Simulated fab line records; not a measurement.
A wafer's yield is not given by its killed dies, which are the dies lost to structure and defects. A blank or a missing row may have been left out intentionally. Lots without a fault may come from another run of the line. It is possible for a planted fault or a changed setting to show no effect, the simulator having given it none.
Check of tool commonality	flow gf180mcu	Sample size 12 lots and 42 wafers

WHAT PROMPTED THE OPENING
GF_PSD_RS_MEAS_14, reading NSD_RS: flagged on 2 of 12 lots. Wafers without a fault read 46.15 ohm/sq, standard deviation 0.11.
Rule: a lot is flagged when every wafer of it that has a number lies more than 4 standard deviations from that mean, or none has a number. The other lots count as sound.

lot	measured	on	NSD_RS (ohm/sq), wafer by wafer	flag
L757	day 14 03:46	filmMetro-02	46.16 46.11 46.09	
L758	day 14 13:05	filmMetro-02	46.08 46.13 46.21	
L763	day 16 04:52	filmMetro-04	46.30 46.31 46.27	
L765	day 17 06:28	filmMetro-03	46.16 46.13 46.11	
L766	day 17 17:33	filmMetro-03	41.80 41.74 41.75 41.78 41.80 41.77	FLAGGED
L767	day 17 22:00	filmMetro-03	45.99 45.94 45.98	
L768	day 18 00:58	filmMetro-04	42.02 42.06 42.04 42.05 42.07 41.96	FLAGGED
L776	day 21 02:55	filmMetro-04	46.28 46.31 46.34	
L777	day 21 09:49	filmMetro-02	46.13 46.04 46.06	
L778	day 21 14:46	filmMetro-04	46.04 46.21 46.19	
L779	day 21 20:33	filmMetro-04	46.20 46.22 46.16	
L780	day 22 12:19	filmMetro-02	46.07 45.99 46.08	
The numbers of the flagged lots are 41.90 ohm/sq on average: -4.25 ohm/sq against the usual, or -39 standard deviations.

WHICH TOOL EACH LOT WENT THROUGH
The record holds 1 process step before the reading, out of a route of 602 steps. In each cell: the tool, then ch and the chambers that the sampled wafers went through, then the start.
lot	flag	GF_PSD_RTA_13
L757		rtpAnneal-02 ch 0, day 14 03:40
L758		rtpAnneal-02 ch 0, day 14 12:59
L763		rtpAnneal-02 ch 0, day 16 04:47
L765		rtpAnneal-02 ch 0, day 17 06:22
L766	FLAGGED	rtpAnneal-02 ch 0, day 17 17:28
L767		rtpAnneal-01 ch 0, day 17 21:54
L768	FLAGGED	rtpAnneal-02 ch 0, day 18 00:53
L776		rtpAnneal-02 ch 0, day 21 02:50
L777		rtpAnneal-02 ch 0, day 21 09:44
L778		rtpAnneal-02 ch 0, day 21 14:41
L779		rtpAnneal-01 ch 0, day 21 20:28
L780		rtpAnneal-02 ch 0, day 22 12:14
These steps, and what they do:
- GF_PSD_RTA_13: time 20 s.
- GF_PSD_RS_MEAS_14: measures by four-point-probe.

FLAGGED AGAINST TOTAL, ONE TOOL AT A TIME (gauges that did the reading follow at the end)
step	tool	lots run	flagged	share of the flagged lots	sound lots run after its first flagged lot
GF_PSD_RTA_13	rtpAnneal-01	2	0	none	-
GF_PSD_RTA_13	rtpAnneal-02	10	2	all	4 (L776,L777,L778,L780)
GF_PSD_RS_MEAS_14	filmMetro-02	4	0	none	-
GF_PSD_RS_MEAS_14	filmMetro-03	3	1	some	1 (L767)
GF_PSD_RS_MEAS_14	filmMetro-04	5	1	some	3 (L776,L778,L779)

WHAT IS ALLOWED BY THE TABLE
In the table, 1 row covers all flagged lots: rtpAnneal-02 at GF_PSD_RTA_13.
- rtpAnneal-02 at GF_PSD_RTA_13 ran 10 lots, 2 of them flagged. After the first flagged lot (L776, L777, L778, L780), sound lots still ran on it; a lasting fault on the whole tool would not permit that. Its own readings lie more than 4 standard deviations out on every wafer of the flagged lots: runLengthS.
None of the table's rows ran every flagged lot and, after the first, no sound lot.

WHAT HAD BEEN PUT IN BY THE SIMULATOR
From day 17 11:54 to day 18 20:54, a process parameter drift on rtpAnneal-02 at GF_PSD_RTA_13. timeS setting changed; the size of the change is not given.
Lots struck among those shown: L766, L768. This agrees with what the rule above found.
